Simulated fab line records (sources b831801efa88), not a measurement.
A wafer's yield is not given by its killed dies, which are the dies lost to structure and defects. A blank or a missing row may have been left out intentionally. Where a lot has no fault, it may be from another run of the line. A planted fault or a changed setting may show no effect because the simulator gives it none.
Chamber matching | flow gf180mcu | cmp-01 running GF_V4_CMP_04: 4 sister chambers
The step polishes SiO2. 4 wafers are shown with their chamber, then 7 later ones without.

EACH WAFER AND ITS CHAMBER
wafer  | chamber | motor-current-A (A)
L444.4 | 1       | 11.6
L450.5 | 3       | 13.5
L451.3 | 0       | 10.6
L451.4 | 2       | 12.8

WAFERS WITHOUT THEIR CHAMBER
wafer  | motor-current-A (A)
L451.5 | 11.9
L452.1 | 13.0
L452.3 | 10.6
L452.4 | 12.6
L453.1 | 12.5
L453.5 | 14.1
L453.6 | 10.7

WHICH CHAMBER EACH WENT THROUGH
wafer  | from the rows above     | in truth
L451.5 | can't be placed: 1 or 2 | 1
L452.1 | can't be placed: 2 or 3 | 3
L452.3 | 0                       | 0
L452.4 | 2                       | 2
L453.1 | can't be placed: 2 or 1 | 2
L453.5 | 3                       | 3
L453.6 | 0                       | 0
Correctly placed: 4 of 7. Cannot be placed on the basis of these rows: 3; the candidates contain the true chamber in 3. Number placed wrongly: 0.
How it was worked out, from the rows above alone: a wafer's distance from a chamber is the root of the sum, over the readings, of the square of ((its reading less the chamber's mean) divided by the reading's scatter). If the next closest chamber is less than 2 further off than the closest, the wafer can't be placed; otherwise it belongs to the closest. A chamber's mean is the mean of its shown wafers. The scatter (one wafer shown for each chamber): square how far every hidden wafer sits from the nearest shown wafer, average those squares and take the square root.
